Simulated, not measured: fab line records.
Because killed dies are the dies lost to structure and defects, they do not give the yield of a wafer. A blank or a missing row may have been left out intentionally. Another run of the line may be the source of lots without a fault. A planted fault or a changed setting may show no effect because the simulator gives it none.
Struck lot and sound lot, side by side	flow gf180mcu	15 steps out of a route of 602
Sound: the wafers L354.1, L354.3, L354.5. The struck wafers were L361.1, L361.2, L361.3. At the end, the cause is stated.
Order at every step that has rows: each side's tool, ch and its chambers, its first start. Under that, the readings that differ: sound wafers	struck wafers	difference of the means	sigmas: that difference in standard deviations of wafers without a fault.
alike: a reading whose means differ by less than 2 such deviations, as well as words and numbers matching on both sides. not compared: withheld readings; readings where some wafer has no value; bounds like >300 that might hide an equal value; numbers whose values overlap and for which the record gives no deviation.
The two part at a step that has a row with sigmas, a row that says differs or no value, or rows on one side only. Numbers that don't overlap but have no deviation are shown without sigmas and don't part them. Lack of a reading on every wafer of one side parts them only where that side has two or more wafers.

GF_V5_BOW_MEAS_05:
  sound: filmMetro-03 at day 26 15:29; struck: filmMetro-02 at day 28 21:38
  alike: V5_BOW
then, 8 steps without rows for these wafers: GF_V5_DEHYDRATE_06 (time 60 s); GF_V5_HMDS_07 (prime time 60 s); GF_V5_COAT_08; GF_V5_COAT_09 (resist thk 1000 nm); GF_V5_SOFTBAKE_10 (time 60 s); GF_V5_EXPOSE_11 (exposes mask Via5, target cd 260 nm); GF_V5_PEB_12 (peb time 90 s); GF_V5_DEVELOP_13 (develop time 60 s).
GF_V5_CD_MEAS_14: the cd target is 260 nm.
  sound: cdSem-02 at day 27 11:32; struck: cdSem-02 at day 29 16:05
reading	sound	struck	difference	sigmas
cdNm (nm)	258.7 258.5 259.0	261.2 261.0 262.5	+2.8	+3
GF_V5_OVL_MEAS_15:
  sound: overlay-02 at day 27 11:39; struck: overlay-01 at day 29 16:12
  alike: V5_OVL
GF_V5_ETCH_16: etches BARC in N2/H2.
  sound on rieDiel-04 ch 1,2, day 27 11:41; struck on rieDiel-03 ch 0,2,3, day 29 16:14
  alike: biasW, chamberPressureMTorr, drypumpMotorCurrentA, h2FlowSccm, oesProductAu, throttleValvePct
GF_V5_ETCH_17: etches SiO2 in C4F8/O2/Ar, stops on TiN, target depth 855 nm.
  sound on rieDiel-04 ch 1,2, day 27 11:00; struck on rieDiel-03 ch 0,2,3, day 29 16:00
  no value came back on the struck wafers for biasW (W), chamberPressureMTorr (mTorr), oesProductAu (a.u.); on the sound wafers biasW (W) reads 1199 1201 1197
GF_V5_STRIP_18: strips in O2/N2.
  sound on plasmaAsher-04 ch 0,1, day 27 11:50; struck on plasmaAsher-04 ch 0,1, day 29 16:23
reading	sound	struck	difference	sigmas
oesProductAu (a.u.)	0.573 0.567 0.573	0.664 0.678 0.671	+0.100	+20
  alike: drypumpMotorCurrentA, heaterPowerW
  not compared: rfHoursCounterH
then, 1 step without rows for these wafers: GF_V5_STRIP_19 (strips in post etch residue remover, time 1200 s).

## WHERE THEY PART
Earliest at GF_V5_CD_MEAS_14; latest, in this record, at GF_V5_STRIP_18.

WHY: what the simulator had put in
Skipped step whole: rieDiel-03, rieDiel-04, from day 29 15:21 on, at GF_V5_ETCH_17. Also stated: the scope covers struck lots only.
